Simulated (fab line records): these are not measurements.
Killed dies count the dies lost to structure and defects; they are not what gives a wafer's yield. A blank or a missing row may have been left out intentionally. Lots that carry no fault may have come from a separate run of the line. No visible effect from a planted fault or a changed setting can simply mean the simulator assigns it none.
fab line records + flow sky130
record
- lots=13
- wafers=38
- last-day=50
route steps=708 shown CONTACT@406 METAL1@439 METAL2@501 VIA2@509 METAL3@532
lots with no fault: from the same line, run without faults
start-h: start of the lot's first displayed wafer, in hours after the record's first day + wait-h: time in hours since the lot's previous step + " the same as in the row above + L1.1+2: a row that stands for several wafers + - no value, or no start given + * or withheld: withheld + < > ~ a bound
route shown NAME@n: NAME is a module with steps in the file, n the number in the route of the first one + usual: the fault-free wafers' mean and standard deviation + same: alike in all rows + chamber/n: place in a boat + sites: per-site readings + _std_site: standard deviation across them + _edge_site: inner sites' mean taken away from outer sites' mean + radius-mm: how far each site lies from the wafer's centre + mask NAME#n: copy n + behind: the most recent tool/chamber to have shaped the wafer + hold: cause of the lot's hold/its duration in hours/its outcome + device: transistor that didn't switch, given as n, p or np + end of line: the route-end tests of the same wafers + a step given without rows: its recipe and nothing more + killed: the dies lost at the first sort to structure and to defects; this is not the yield of the wafer + map: per-die view of a wafer (x killed, . not killed, _ where there is no die)
set.NAME: the setting as run; set.NAME@STEP: as run at that earlier step + model.NAME: the simulator's own value behind a step, which no gauge read
a sample of lots followed through the steps of the route, with each step as a table and each wafer as a row
services: the hour from which a tool's chamber was out of use, counted from the record's first day as start-h (under 0 if before that day), plus the number of hours and why
## steps
# step SKY_CONTACT_CVD_00
# recipe
- material=Si3N4
- target-thk-nm=75
- temp-c=400
- time-s=withheld
- rf-w=450
# usual
- heater-power-w=697/85
| lot.wafer | tool     | chamber | start-h | wait-h | heater-power-w |
|-----------|----------|---------|---------|--------|----------------|
| L856.3    | pecvd-04 | 1       | 724.55  | 0.0    | 745            |
| L856.4    | "        | 2       | "       | "      | 721            |
| L856.6    | "        | 1       | "       | "      | 735            |
| L859.1    | pecvd-04 | 0       | 732.37  | 0.0    | 677            |
| L859.2    | "        | 1       | "       | "      | 789            |
| L859.3    | "        | 2       | "       | "      | 771            |
| L858.3    | pecvd-03 | 1       | 733.63  | 0.0    | 614            |
| L858.4    | "        | 2       | "       | "      | 751            |
| L858.5    | "        | 1       | "       | "      | 615            |
| L861.1    | pecvd-02 | 2       | 739.27  | 0.0    | 593            |
| L861.3    | "        | 0       | "       | "      | 746            |
| L861.4    | "        | 0       | "       | "      | 730            |
| L862.2    | pecvd-03 | 1       | 771.32  | 0.0    | 690            |
| L862.4    | "        | 0       | "       | "      | 859            |
| L862.5    | "        | 2       | "       | "      | 642            |
| L867.1    | pecvd-02 | 1       | 798.50  | 0.0    | 661            |
| L867.6    | "        | 1       | "       | "      | 665            |
| L873.2    | pecvd-04 | 1       | 843.66  | 0.0    | 764            |
| L873.3    | "        | 0       | "       | "      | 655            |
| L873.6    | "        | 0       | "       | "      | 644            |
| L874.1    | pecvd-03 | 1       | 849.11  | 0.0    | 724            |
| L874.5    | "        | 0       | "       | "      | 866            |
| L874.6    | "        | 2       | "       | "      | 736            |
| L875.2    | pecvd-02 | 1       | 855.65  | 0.0    | 612            |
| L875.5    | "        | 2       | "       | "      | 643            |
| L875.6    | "        | 0       | "       | "      | 748            |
| L876.2    | pecvd-02 | 1       | 862.12  | 0.0    | 614            |
| L876.4    | "        | 0       | "       | "      | 756            |
| L876.6    | "        | 2       | "       | "      | 573            |
| L877.2    | pecvd-03 | 2       | 868.68  | 0.0    | 727            |
| L877.4    | "        | 1       | "       | "      | 722            |
| L877.5    | "        | 0       | "       | "      | 836            |
| L879.1    | pecvd-04 | 0       | 874.13  | 0.0    | 562            |
| L879.4    | "        | 0       | "       | "      | 562            |
| L879.5    | "        | 1       | "       | "      | 829            |
| L878.1    | pecvd-02 | 0       | 876.98  | 0.0    | 755            |
| L878.2    | "        | 2       | "       | "      | 567            |
| L878.4    | "        | 1       | "       | "      | 642            |
# step SKY_METAL1_RS_MEAS_05
# recipe
- thk-meas-gauge=four-point-probe
- reads=TiN_of_METAL1_SPUTTER_04+Ti_of_METAL1_SPUTTER_03+AlCu_of_METAL1_SPUTTER_02+TiN_of_METAL1_SPUTTER_01+Ti_of_METAL1_SPUTTER_00
# usual
- METAL1_ALCU_RS=0.1265/0.0012
| lot.wafer | tool          | chamber | start-h | wait-h | METAL1_ALCU_RS[ohm/sq] |
|-----------|---------------|---------|---------|--------|------------------------|
| L856.3    | film-metro-04 | -       | 754.64  | 0.1    | 0.1258                 |
| L856.4    | "             | -       | "       | "      | 0.1267                 |
| L856.6    | "             | -       | "       | "      | 0.1264                 |
| L859.1    | film-metro-02 | -       | 761.91  | 0.0    | 0.1261                 |
| L859.2    | "             | -       | "       | "      | 0.1270                 |
| L859.3    | "             | -       | "       | "      | 0.1245                 |
| L858.3    | film-metro-02 | -       | 763.75  | 0.1    | 0.1266                 |
| L858.4    | "             | -       | "       | "      | 0.1259                 |
| L858.5    | "             | -       | "       | "      | 0.1265                 |
| L861.1    | film-metro-02 | -       | 769.09  | 0.0    | 0.1269                 |
| L861.3    | "             | -       | "       | "      | 0.1256                 |
| L861.4    | "             | -       | "       | "      | 0.1276                 |
| L862.2    | film-metro-02 | -       | 800.28  | 0.0    | 0.1273                 |
| L862.4    | "             | -       | "       | "      | 0.1256                 |
| L862.5    | "             | -       | "       | "      | 0.1270                 |
| L867.1    | film-metro-04 | -       | 827.19  | 0.0    | 0.1265                 |
| L867.6    | "             | -       | "       | "      | 0.1272                 |
| L873.2    | film-metro-04 | -       | 871.09  | 0.0    | 0.1250                 |
| L873.3    | "             | -       | "       | "      | 0.1273                 |
| L873.6    | "             | -       | "       | "      | 0.1271                 |
| L874.1    | film-metro-03 | -       | 876.34  | 0.0    | 0.1253                 |
| L874.5    | "             | -       | "       | "      | 0.1255                 |
| L874.6    | "             | -       | "       | "      | 0.1263                 |
| L875.2    | film-metro-03 | -       | 883.12  | 0.0    | 0.1283                 |
| L875.5    | "             | -       | "       | "      | 0.1275                 |
| L875.6    | "             | -       | "       | "      | 0.1259                 |
| L876.2    | film-metro-03 | -       | 889.74  | 0.0    | 0.1245                 |
| L876.4    | "             | -       | "       | "      | 0.1252                 |
| L876.6    | "             | -       | "       | "      | 0.1238                 |
| L877.2    | film-metro-02 | -       | 895.96  | 0.0    | 0.1247                 |
| L877.4    | "             | -       | "       | "      | 0.1236                 |
| L877.5    | "             | -       | "       | "      | 0.1245                 |
| L879.1    | film-metro-02 | -       | 901.64  | 0.0    | 0.1269                 |
| L879.4    | "             | -       | "       | "      | 0.1274                 |
| L879.5    | "             | -       | "       | "      | 0.1258                 |
| L878.1    | film-metro-02 | -       | 904.00  | 0.0    | 0.1293                 |
| L878.2    | "             | -       | "       | "      | 0.1280                 |
| L878.4    | "             | -       | "       | "      | 0.1276                 |
# step SKY_METAL2_ETCH_18
# recipe
- chemistry=N2/H2
- target=BARC
- ion-energy-ev=200
- bias-w=100
- pressure-mtorr=30
- n2-flow-sccm=100
- h2-flow-sccm=200
- icp-w=500
- stop-on=SiO2
- time-s=45.9
- target-depth-a=600
# usual
- drypump-motor-current-A=5.6/0.6
- oes-product-au=0.854/0.0048
- throttle-valve-pct=13.226/0.0094
| lot.wafer | tool         | chamber | start-h | wait-h | drypump-motor-current-A | oes-product-au | rf-hours-counter-h | throttle-valve-pct |
|-----------|--------------|---------|---------|--------|-------------------------|----------------|--------------------|--------------------|
| L856.3    | rie-metal-01 | 0       | 837.02  | 0.0    | 4.8                     | 0.848          | -                  | 13.225             |
| L856.4    | "            | 1       | "       | "      | 5.0                     | 0.849          | -                  | 13.216             |
| L856.6    | "            | 0       | "       | "      | 4.7                     | 0.849          | -                  | 13.229             |
| L859.1    | rie-metal-03 | 0       | 844.45  | 0.0    | 6.1                     | 0.855          | 11                 | 13.225             |
| L859.2    | "            | 1       | "       | "      | 5.8                     | 0.851          | 14                 | 13.222             |
| L859.3    | "            | 1       | "       | "      | 5.8                     | 0.858          | -                  | 13.241             |
| L858.3    | rie-metal-04 | 0       | 846.29  | 0.0    | 6.3                     | 0.856          | -                  | 13.200             |
| L858.4    | "            | 1       | "       | "      | 5.1                     | 0.856          | -                  | 13.240             |
| L858.5    | "            | 0       | "       | "      | 6.3                     | 0.852          | -                  | 13.221             |
| L861.1    | rie-metal-01 | 1       | 851.09  | 0.0    | 5.0                     | 0.860          | 15                 | 13.220             |
| L861.3    | "            | 1       | "       | "      | 5.0                     | 0.846          | -                  | 13.216             |
| L861.4    | "            | 0       | "       | "      | 4.8                     | 0.849          | -                  | 13.230             |
| L862.2    | rie-metal-03 | 1       | 881.32  | 0.0    | 5.8                     | 0.859          | 15                 | 13.228             |
| L862.4    | "            | 0       | "       | "      | 6.1                     | 0.853          | -                  | 13.225             |
| L862.5    | "            | 0       | "       | "      | 6.1                     | 0.855          | -                  | 13.235             |
| L867.1    | rie-metal-04 | 0       | 905.88  | 0.1    | 6.3                     | 0.849          | 13                 | 13.215             |
| L867.6    | "            | 0       | "       | "      | 6.3                     | 0.851          | -                  | 13.234             |
| L873.2    | rie-metal-04 | 0       | 948.42  | 0.0    | 6.3                     | 0.848          | 15                 | 13.233             |
| L873.3    | "            | 1       | "       | "      | 5.0                     | 0.855          | -                  | 13.229             |
| L873.6    | "            | 1       | "       | "      | 5.0                     | 0.852          | -                  | 13.207             |
| L874.1    | rie-metal-03 | 1       | 952.67  | 0.0    | 5.8                     | 0.852          | 0                  | 13.227             |
| L874.5    | "            | 0       | "       | "      | 6.1                     | 0.856          | -                  | 13.225             |
| L874.6    | "            | 1       | "       | "      | 5.9                     | 0.851          | -                  | 13.236             |
| L875.2    | rie-metal-03 | 0       | 959.25  | 0.0    | 6.1                     | 0.858          | 15                 | 13.226             |
| L875.5    | "            | 0       | "       | "      | 6.1                     | 0.852          | -                  | 13.231             |
| L875.6    | "            | 1       | "       | "      | 5.8                     | 0.848          | -                  | 13.231             |
| L876.2    | rie-metal-01 | 1       | 965.80  | 0.0    | 5.0                     | 0.860          | 1                  | 13.236             |
| L876.4    | "            | 0       | "       | "      | 4.8                     | 0.854          | -                  | 13.225             |
| L876.6    | "            | 0       | "       | "      | 4.8                     | 0.857          | -                  | 13.243             |
| L877.2    | rie-metal-01 | 0       | 971.90  | 0.0    | 4.8                     | 0.854          | 19                 | 13.228             |
| L877.4    | "            | 0       | "       | "      | 4.8                     | 0.848          | -                  | 13.224             |
| L877.5    | "            | 1       | "       | "      | 5.0                     | 0.854          | -                  | 13.224             |
| L879.1    | rie-metal-03 | 0       | 977.24  | 0.0    | 6.1                     | 0.857          | 16                 | 13.225             |
| L879.4    | "            | 1       | "       | "      | 5.8                     | 0.854          | -                  | 13.237             |
| L879.5    | "            | 1       | "       | "      | 5.9                     | 0.861          | -                  | 13.225             |
| L878.1    | rie-metal-04 | 1       | 978.74  | 0.0    | 5.1                     | 0.857          | 3                  | 13.220             |
| L878.2    | "            | 0       | "       | "      | 6.3                     | 0.854          | 17                 | 13.223             |
| L878.4    | "            | 1       | "       | "      | 5.1                     | 0.858          | -                  | 13.199             |
# step SKY_VIA2_CMP_02
# recipe
- material=SiO2
- down-force-psi=4
- platen-rpm=60
- pad-velocity-m-s=0.94248
# usual
- motor-current-A=12.6/2.1
| lot.wafer | tool   | chamber | start-h | wait-h | motor-current-A |
|-----------|--------|---------|---------|--------|-----------------|
| L856.4    | cmp-02 | 1       | 838.03  | 0.1    | 14.0            |
| L856.3    | "      | 2       | "       | "      | 11.1            |
| L856.6    | "      | 0       | "       | "      | 11.9            |
| L859.1    | cmp-01 | 1       | 845.41  | 0.1    | 10.5            |
| L859.3    | "      | 2       | "       | "      | 16.4            |
| L859.2    | "      | 0       | "       | "      | 9.9             |
| L858.3    | cmp-01 | 1       | 847.25  | 0.0    | 10.9            |
| L858.4    | "      | 3       | "       | "      | 12.4            |
| L858.5    | "      | 2       | "       | "      | 16.6            |
| L861.4    | cmp-01 | 3       | 852.05  | 0.0    | 11.9            |
| L861.3    | "      | 1       | "       | "      | 10.7            |
| L861.1    | "      | 2       | "       | "      | 17.6            |
| L862.4    | cmp-02 | 2       | 882.34  | 0.1    | 11.4            |
| L862.2    | "      | 0       | "       | "      | 12.2            |
| L862.5    | "      | 1       | "       | "      | 13.4            |
| L867.1    | cmp-02 | 0       | 907.06  | 0.1    | 11.6            |
| L867.6    | "      | 1       | "       | "      | 13.7            |
| L873.3    | cmp-01 | 3       | 949.45  | 0.1    | 12.0            |
| L873.2    | "      | 0       | "       | "      | 10.1            |
| L873.6    | "      | 1       | "       | "      | 10.5            |
| L874.1    | cmp-01 | 0       | 953.78  | 0.2    | 9.9             |
| L874.5    | "      | 1       | "       | "      | 11.0            |
| L874.6    | "      | 2       | "       | "      | 16.8            |
| L875.2    | cmp-01 | 3       | 960.37  | 0.1    | 12.7            |
| L875.6    | "      | 1       | "       | "      | 10.5            |
| L875.5    | "      | 2       | "       | "      | 17.2            |
| L876.2    | cmp-02 | 1       | 966.73  | 0.0    | 13.7            |
| L876.4    | "      | 0       | "       | "      | 12.4            |
| L876.6    | "      | 1       | "       | "      | 14.0            |
| L877.4    | cmp-02 | 2       | 972.93  | 0.0    | 10.8            |
| L877.2    | "      | 3       | "       | "      | 14.2            |
| L877.5    | "      | 2       | "       | "      | 10.7            |
| L879.4    | cmp-01 | 0       | 978.37  | 0.2    | 10.5            |
| L879.1    | "      | 2       | "       | "      | 17.3            |
| L879.5    | "      | 0       | "       | "      | 10.7            |
| L878.1    | cmp-01 | 1       | 980.02  | 0.1    | 10.8            |
| L878.2    | "      | 3       | "       | "      | 12.3            |
| L878.4    | "      | 0       | "       | "      | 10.0            |
# step SKY_VIA2_ETCH_15
# recipe
- target=SiO2
- chemistry=C4F8/O2/Ar
- target-depth-nm=546
- stop-on=TiN
- mask-material=KrF-thick
- source-w=1500
- bias-w=1200
- pressure-mtorr=40
- c4f8-flow-sccm=withheld
- O2_flow_sccm=6
- Ar_flow_sccm=300
- time-s=84
# usual
- oes-product-au=0.940/0.0047
| lot.wafer | tool        | chamber | start-h | wait-h | oes-product-au | rf-hours-counter-h |
|-----------|-------------|---------|---------|--------|----------------|--------------------|
| L856.3    | rie-diel-04 | 2       | 863.98  | 0.0    | 0.945          | 14                 |
| L856.4    | "           | 1       | "       | "      | 0.936          | 7                  |
| L856.6    | "           | 0       | "       | "      | 0.945          | -                  |
| L859.1    | rie-diel-04 | 3       | 871.38  | 0.0    | 0.932          | 10                 |
| L859.2    | "           | 1       | "       | "      | 0.938          | 7                  |
| L859.3    | "           | 0       | "       | "      | 0.935          | 11                 |
| L858.3    | rie-diel-03 | 0       | 872.51  | 0.0    | 0.941          | 18                 |
| L858.4    | "           | 1       | "       | "      | 0.937          | 13                 |
| L858.5    | "           | 2       | "       | "      | 0.947          | -                  |
| L861.1    | rie-diel-03 | 3       | 878.23  | 0.0    | 0.944          | 17                 |
| L861.3    | "           | 1       | "       | "      | 0.940          | 13                 |
| L861.4    | "           | 0       | "       | "      | 0.940          | 18                 |
| L862.2    | rie-diel-03 | 1       | 908.39  | 0.0    | 0.943          | 14                 |
| L862.4    | "           | 0       | "       | "      | 0.950          | 19                 |
| L862.5    | "           | 2       | "       | "      | 0.950          | -                  |
| L867.1    | rie-diel-03 | 1       | 931.78  | 0.0    | 0.939          | 15                 |
| L867.6    | "           | 3       | "       | "      | 0.994          | -                  |
| L873.2    | rie-diel-03 | 1       | 973.41  | 0.0    | 0.941          | 16                 |
| L873.3    | "           | 0       | "       | "      | 0.940          | 21                 |
| L873.6    | "           | 2       | "       | "      | 0.945          | -                  |
| L874.1    | rie-diel-03 | 2       | 977.56  | 0.0    | 0.941          | 23                 |
| L874.5    | "           | 2       | "       | "      | 0.935          | -                  |
| L874.6    | "           | 1       | "       | "      | 0.932          | -                  |
| L875.2    | rie-diel-04 | 3       | 984.51  | 0.0    | 0.943          | 13                 |
| L875.5    | "           | 2       | "       | "      | 0.943          | -                  |
| L875.6    | "           | 3       | "       | "      | 0.933          | -                  |
| L876.2    | rie-diel-02 | 3       | 991.16  | 0.0    | 0.936          | 27                 |
| L876.4    | "           | 3       | "       | "      | 0.934          | -                  |
| L876.6    | "           | 0       | "       | "      | 0.942          | -                  |
| L877.2    | rie-diel-03 | 1       | 997.07  | 0.0    | 0.935          | 17                 |
| L877.4    | "           | 2       | "       | "      | 0.934          | 24                 |
| L877.5    | "           | 2       | "       | "      | 0.934          | -                  |
| L879.1    | rie-diel-04 | 0       | 1002.28 | 0.0    | 0.942          | 15                 |
| L879.4    | "           | 3       | "       | "      | 0.942          | 13                 |
| L879.5    | "           | 0       | "       | "      | 0.944          | -                  |
| L878.1    | rie-diel-02 | 2       | 1004.19 | 0.0    | 0.939          | 26                 |
| L878.2    | "           | 0       | "       | "      | 0.945          | 9                  |
| L878.4    | "           | 1       | "       | "      | 0.943          | 8                  |
# step SKY_METAL3_SPUTTER_00
# recipe
- material=Ti
- target-thk-nm=15
- power-w=3000
- time-s=10
- chamber-pressure-pa=0.4
# usual
- chamber-pressure-pa=0.4001/0.00087
- throttle-valve-pct=29.8/1.1
| lot.wafer | tool           | chamber | start-h | wait-h | chamber-pressure-pa | throttle-valve-pct |
|-----------|----------------|---------|---------|--------|---------------------|--------------------|
| L856.3    | pvd-sputter-04 | -       | 865.35  | 0.1    | 0.3992              | 26.7               |
| L856.4    | "              | -       | "       | "      | 0.3999              | 30.4               |
| L856.6    | "              | -       | "       | "      | 0.3990              | 26.9               |
| L859.1    | pvd-sputter-01 | -       | 872.75  | 0.2    | 0.3994              | 31.0               |
| L859.2    | "              | -       | "       | "      | 0.3997              | 29.5               |
| L859.3    | "              | -       | "       | "      | 0.3993              | 28.4               |
| L858.3    | pvd-sputter-01 | -       | 873.87  | 0.2    | 0.4006              | 29.3               |
| L858.4    | "              | -       | "       | "      | 0.4001              | 30.7               |
| L858.5    | "              | -       | "       | "      | 0.4009              | 30.8               |
| L861.1    | pvd-sputter-01 | -       | 879.56  | 0.1    | 0.3995              | 29.3               |
| L861.3    | "              | -       | "       | "      | 0.4008              | 28.7               |
| L861.4    | "              | -       | "       | "      | 0.4005              | 30.7               |
| L862.2    | pvd-sputter-03 | -       | 909.71  | 0.2    | 0.4009              | 29.6               |
| L862.4    | "              | -       | "       | "      | 0.4003              | 29.2               |
| L862.5    | "              | -       | "       | "      | 0.4003              | 31.1               |
| L867.1    | pvd-sputter-01 | -       | 933.11  | 0.1    | 0.4005              | 29.3               |
| L873.2    | pvd-sputter-03 | -       | 974.73  | 0.1    | 0.3990              | 29.7               |
| L873.3    | "              | -       | "       | "      | 0.3990              | 31.2               |
| L873.6    | "              | -       | "       | "      | 0.4005              | 29.4               |
| L874.1    | pvd-sputter-03 | -       | 979.27  | 0.2    | 0.3988              | 31.0               |
| L874.5    | "              | -       | "       | "      | 0.4008              | 29.2               |
| L874.6    | "              | -       | "       | "      | 0.3995              | 31.0               |
| L875.2    | pvd-sputter-04 | -       | 986.14  | 0.2    | 0.4001              | 30.3               |
| L875.5    | "              | -       | "       | "      | 0.3997              | 30.6               |
| L875.6    | "              | -       | "       | "      | 0.4015              | 30.5               |
| L876.2    | pvd-sputter-03 | -       | 992.52  | 0.2    | 0.4001              | 29.9               |
| L876.4    | "              | -       | "       | "      | 0.3995              | 29.0               |
| L876.6    | "              | -       | "       | "      | 0.3995              | 29.0               |
| L877.2    | pvd-sputter-04 | -       | 998.43  | 0.2    | 0.3995              | 26.8               |
| L877.4    | "              | -       | "       | "      | 0.3992              | 30.1               |
| L877.5    | "              | -       | "       | "      | 0.3995              | 26.8               |
| L879.1    | pvd-sputter-03 | -       | 1003.61 | 0.1    | 0.3998              | 29.6               |
| L879.4    | "              | -       | "       | "      | 0.3990              | 31.1               |
| L879.5    | "              | -       | "       | "      | 0.3991              | 29.4               |
| L878.1    | pvd-sputter-03 | -       | 1005.51 | 0.1    | 0.3993              | 29.0               |
| L878.2    | "              | -       | "       | "      | 0.3995              | 31.0               |
| L878.4    | "              | -       | "       | "      | 0.3997              | 29.0               |
# step SKY_METAL3_SPUTTER_01
# recipe
- material=TiN
- target-thk-nm=20
- power-w=6500
- time-s=16.7
- chamber-pressure-pa=0.4
# usual
- chamber-pressure-pa=0.4000/0.00075
- throttle-valve-pct=29.8/1.1
| lot.wafer | tool           | chamber | start-h | wait-h | chamber-pressure-pa | throttle-valve-pct |
|-----------|----------------|---------|---------|--------|---------------------|--------------------|
| L856.3    | pvd-sputter-04 | -       | 865.37  | 0.0    | 0.4002              | 26.8               |
| L856.4    | "              | -       | "       | "      | 0.3999              | 30.5               |
| L856.6    | "              | -       | "       | "      | 0.4014              | 26.9               |
| L859.1    | pvd-sputter-01 | -       | 872.78  | 0.0    | 0.3994              | 30.6               |
| L859.2    | "              | -       | "       | "      | 0.4003              | 29.3               |
| L859.3    | "              | -       | "       | "      | 0.3987              | 28.4               |
| L858.3    | pvd-sputter-01 | -       | 873.90  | 0.0    | 0.4001              | 29.4               |
| L858.4    | "              | -       | "       | "      | 0.3999              | 30.7               |
| L858.5    | "              | -       | "       | "      | 0.4001              | 30.7               |
| L861.1    | pvd-sputter-01 | -       | 879.59  | 0.0    | 0.3990              | 29.3               |
| L861.3    | "              | -       | "       | "      | 0.3988              | 28.4               |
| L861.4    | "              | -       | "       | "      | 0.3993              | 30.8               |
| L862.2    | pvd-sputter-03 | -       | 909.74  | 0.0    | 0.4004              | 29.6               |
| L862.4    | "              | -       | "       | "      | 0.4008              | 29.2               |
| L862.5    | "              | -       | "       | "      | 0.3991              | 31.2               |
| L867.1    | pvd-sputter-01 | -       | 933.13  | 0.0    | 0.4013              | 29.5               |
| L873.2    | pvd-sputter-03 | -       | 974.76  | 0.0    | 0.3995              | 30.0               |
| L873.3    | "              | -       | "       | "      | 0.4009              | 31.0               |
| L873.6    | "              | -       | "       | "      | 0.4010              | 29.7               |
| L874.1    | pvd-sputter-03 | -       | 979.29  | 0.0    | 0.3999              | 31.1               |
| L874.5    | "              | -       | "       | "      | 0.3990              | 29.0               |
| L874.6    | "              | -       | "       | "      | 0.4000              | 31.1               |
| L875.2    | pvd-sputter-04 | -       | 986.16  | 0.0    | 0.3994              | 30.3               |
| L875.5    | "              | -       | "       | "      | 0.3993              | 30.5               |
| L875.6    | "              | -       | "       | "      | 0.4005              | 30.9               |
| L876.2    | pvd-sputter-03 | -       | 992.55  | 0.0    | 0.4012              | 29.5               |
| L876.4    | "              | -       | "       | "      | 0.3992              | 29.5               |
| L876.6    | "              | -       | "       | "      | 0.4019              | 29.4               |
| L877.2    | pvd-sputter-04 | -       | 998.46  | 0.0    | 0.4009              | 26.9               |
| L877.4    | "              | -       | "       | "      | 0.3987              | 30.2               |
| L877.5    | "              | -       | "       | "      | 0.3996              | 26.8               |
| L879.1    | pvd-sputter-03 | -       | 1003.63 | 0.0    | 0.4013              | 29.2               |
| L879.4    | "              | -       | "       | "      | 0.4010              | 31.2               |
| L879.5    | "              | -       | "       | "      | 0.4004              | 29.4               |
| L878.1    | pvd-sputter-03 | -       | 1005.54 | 0.0    | 0.3993              | 29.2               |
| L878.2    | "              | -       | "       | "      | 0.4016              | 31.0               |
| L878.4    | "              | -       | "       | "      | 0.3988              | 29.1               |
## services
| tool           | chamber | start-h | hours | kind   |
|----------------|---------|---------|-------|--------|
| rie-diel-03    | 3       | 702.97  | 3.6   | repair |
| cmp-01         | -       | 736.47  | 1.0   | repair |
| cmp-02         | -       | 744.00  | 4.0   | pm     |
| rie-metal-03   | -       | 771.30  | 2.8   | pm     |
| pecvd-02       | -       | 845.54  | 2.8   | pm     |
| rie-diel-03    | 1       | 858.35  | 1.2   | repair |
| cmp-01         | -       | 860.38  | 0.3   | repair |
| rie-diel-03    | 3       | 868.54  | 2.5   | repair |
| pvd-sputter-03 | -       | 869.83  | 7.2   | repair |
| cmp-01         | -       | 884.03  | 6.3   | pm     |
| cmp-02         | -       | 903.55  | 0.6   | repair |
| rie-metal-03   | 0       | 903.81  | 3.6   | repair |
| cmp-01         | -       | 912.46  | 4.0   | pm     |
| pvd-sputter-04 | -       | 914.77  | 0.9   | repair |
| pvd-sputter-04 | -       | 925.15  | 19.3  | repair |
| rie-metal-03   | -       | 927.00  | 4.3   | pm     |
| pecvd-02       | -       | 928.09  | 14.6  | pm     |
| cmp-01         | -       | 937.22  | 11.2  | pm     |
| pecvd-02       | -       | 945.28  | 1.2   | repair |
| pvd-sputter-03 | -       | 960.10  | 5.2   | repair |
| cmp-02         | -       | 976.79  | 14.1  | pm     |
| rie-diel-03    | -       | 978.66  | 2.8   | pm     |
| pvd-sputter-01 | -       | 989.16  | 0.9   | repair |
| cmp-02         | -       | 990.93  | 4.3   | pm     |
## key
first-sign
- step=SKY_VIA2_ETCH_15
- reading=oes-product-au
- direction=up
- sigmas=12
- usual=0.940
- struck=0.994
effect
- step=SKY_METAL3_SPUTTER_00
- reading=visit
- direction=missing
effect
- step=SKY_METAL3_SPUTTER_01
- reading=visit
- direction=missing
met-at SKY_VIA2_CMP_02
struck-lots L867
struck-wafers L867.6
later-rows-left-out L867.6
sort-left-out L867.6
not-acting-at SKY_CONTACT_CVD_00,SKY_METAL1_RS_MEAS_05,SKY_METAL2_ETCH_18
onset-between 882.34 907.06
fault
- kind=process-parameter-drift
- tool=cmp-02
- chamber=-
- onset-h=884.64
- steps=SKY_VIA2_CMP_02
- channel=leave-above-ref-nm
- offset=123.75
- shape=step
- end-h=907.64
- scope=struck-wafers-only
- acts-in=these-recipes-only
- stated=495
# sort-left-out: the simulated sort isn't trusted on such a fault, so these wafers' sort isn't shown, and their yield isn't known
# later-rows-left-out: the simulator's readings of these wafers behind a module that went badly wrong aren't trusted and aren't shown, but for the sort
